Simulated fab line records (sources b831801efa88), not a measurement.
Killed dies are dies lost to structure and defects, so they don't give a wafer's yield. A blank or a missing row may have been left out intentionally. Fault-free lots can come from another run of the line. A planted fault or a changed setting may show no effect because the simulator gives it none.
The tool behind it: which one?	flow gf180mcu	39 wafers from 13 lots sampled at 3 of the route's 602 steps

== WHAT THE GAUGES READ, wafer by wafer ==
GF_HV_LDD_TW_MEAS_11. Usual: HV_LDD_TW 2413, standard deviation 20.
lot	measured	on	HV_LDD_TW	flag
L983	day 10 11:55	film_metro-02	2428 2426 2433	
L984	day 10 21:37	film_metro-03	2406 2422 2402	
L987	day 11 21:58	film_metro-03	2428 2405 2432	
L988	day 12 03:01	film_metro-01	2417 2425 2447	
L989	day 12 07:10	film_metro-01	2428 2443 2436	
L990	day 12 12:19	film_metro-03	2396 2382 2401	
L991	day 12 23:39	film_metro-03	2392 2374 2392	
L992	day 13 04:44	film_metro-01	2418 2431 2418	
L993	day 13 11:26	film_metro-03	2407 2396 2413	
L100	day 15 14:37	film_metro-01	2403 2414 2422	
L101	day 16 01:40	film_metro-03	2380 2383 2395	
L104	day 16 20:22	film_metro-03	2382 2361 2384	
L105	day 17 07:14	film_metro-03	2391 2393 2388	

== TOOL THAT RAN EACH LOT (tool first, then ch and the chambers of the sampled wafers, then the start) ==
lot	GF_MVPSD_EXPOSE_04	GF_VT_IMPLANT_STRIP_42
L983	iline_stepper-02 ch 0, day 5 01:32	plasma_asher-01 ch 0,1, day 7 21:28
L984	iline_stepper-02 ch 0, day 5 08:01	plasma_asher-01 ch 0,1, day 8 04:58
L987	iline_stepper-01 ch 0, day 6 01:56	plasma_asher-03 ch 0,1, day 9 02:34
L988	iline_stepper-02 ch 0, day 6 07:46	plasma_asher-01 ch 0,1, day 9 07:37
L989	iline_stepper-01 ch 0, day 6 12:10	plasma_asher-04 ch 0,1, day 9 14:41
L990	iline_stepper-02 ch 0, day 6 17:40	plasma_asher-03 ch 0,1, day 9 21:28
L991	iline_stepper-02 ch 0, day 7 00:23	plasma_asher-04 ch 0,1, day 10 04:10
L992	iline_stepper-02 ch 0, day 7 06:02	plasma_asher-03 ch 0,1, day 10 10:47
L993	iline_stepper-02 ch 0, day 7 11:13	plasma_asher-04 ch 0,1, day 10 16:59
L100	iline_stepper-01 ch 0, day 9 04:13	plasma_asher-04 ch 0,1, day 12 15:19
L101	iline_stepper-01 ch 0, day 9 12:14	plasma_asher-01 ch 0,1, day 13 00:20
L104	iline_stepper-02 ch 0, day 10 04:26	plasma_asher-03 ch 0,1, day 13 18:29
L105	iline_stepper-02 ch 0, day 10 13:48	plasma_asher-01 ch 0,1, day 14 04:41
- GF_MVPSD_EXPOSE_04: exposes mask MVPSD, target cd 1000 nm.
- GF_VT_IMPLANT_STRIP_42: strips in O2/N2.

== WHAT THE TOOLS THEMSELVES READ (means of the sampled wafers that have a number; where no wafer has one, the mark that the record gives instead) ==
GF_MVPSD_EXPOSE_04. Usual: exposure_dose_mJ_cm2 260.08, standard deviation 0.22.
lot	tool	exposure_dose_mJ_cm2	flag
L983	iline_stepper-02	259.76	
L984	iline_stepper-02	259.73	
L987	iline_stepper-01	259.94	
L988	iline_stepper-02	260.17	
L989	iline_stepper-01	260.33	
L990	iline_stepper-02	259.85	
L991	iline_stepper-02	260.34	
L992	iline_stepper-02	260.07	
L993	iline_stepper-02	260.12	
L100	iline_stepper-01	252.26	OFF
L101	iline_stepper-01	252.43	OFF
L104	iline_stepper-02	260.11	
L105	iline_stepper-02	260.22	

GF_VT_IMPLANT_STRIP_42. Usual: drypump_motor_current_A 6.09 A, standard deviation 0.3; heater_power_w 350 W, standard deviation 59; oes_product_au 0.716 a.u., standard deviation 0.005; platen_temp_c 250.02 C, standard deviation 0.16; strip_time_to_endpoint_s 12.63 s, standard deviation 0.038.
lot	tool	drypump_motor_current_A (A)	heater_power_w (W)	oes_product_au (a.u.)	platen_temp_c (C)	strip_time_to_endpoint_s (s)	flag
L983	plasma_asher-01	6.06	315	0.718	249.94	12.65	
L984	plasma_asher-01	6.04	323	0.714	249.88	12.68	
L987	plasma_asher-03	6.27	302	0.715	250.06	12.63	
L988	plasma_asher-01	6.04	317	0.720	249.95	12.65	
L989	plasma_asher-04	6.09	436	0.714	250.00	12.65	
L990	plasma_asher-03	6.42	305	0.711	249.83	12.63	
L991	plasma_asher-04	6.15	392	0.717	250.05	12.59	
L992	plasma_asher-03	6.27	304	0.713	250.10	12.63	
L993	plasma_asher-04	6.14	389	0.720	249.95	12.66	
L100	plasma_asher-04	6.06	428	0.715	250.11	12.59	
L101	plasma_asher-01	5.84	317	0.713	250.04	12.57	
L104	plasma_asher-03	6.30	304	0.716	250.02	12.60	
L105	plasma_asher-01	5.82	317	0.715	250.02	12.69	

== THE ANSWER, worked out from the rows above alone ==
Rule: a lot counts as off when the mean over its wafers that have a number is more than 3 standard deviations away from the usual mean. Also off: a lot with no number at a reading for which 4 or more lots have one. All remaining lots with rows at the step are treated as sound. First the gauges in route order, then the tools' own readings, where a lot's mean is used as printed above. The first step at which some lot is off is used, and at that step the reading that is off furthest; a lot without a number counts as furthest.
Off: L100, L101 (GF_MVPSD_EXPOSE_04, exposure_dose_mJ_cm2).
If a tool, at that step or one of the process steps before it, ran each lot that is off and ran no sound lot following the first of them, it fits. One fits: GF_MVPSD_EXPOSE_04 on iline_stepper-01. A fault onset in the window from L989 (day 6 12:10, its last sound lot) to L100 (day 9 04:13, its first lot off) fits.
On the lots that are off, the tool's own readings at GF_MVPSD_EXPOSE_04 differ by more than 5 times the standard deviation of the sound lots' means, which bears it out; exposure_dose_mJ_cm2 reads 252.34 there versus 260.06 on the sound lots.

== WHAT HAD BEEN PUT IN BY THE SIMULATOR ==
Drift in process parameters on iline_stepper-01 at GF_MVPSD_EXPOSE_04, starting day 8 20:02. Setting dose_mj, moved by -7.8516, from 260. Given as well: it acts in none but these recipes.
Struck lots among those shown: L100, L101. This agrees with what the rule above found.
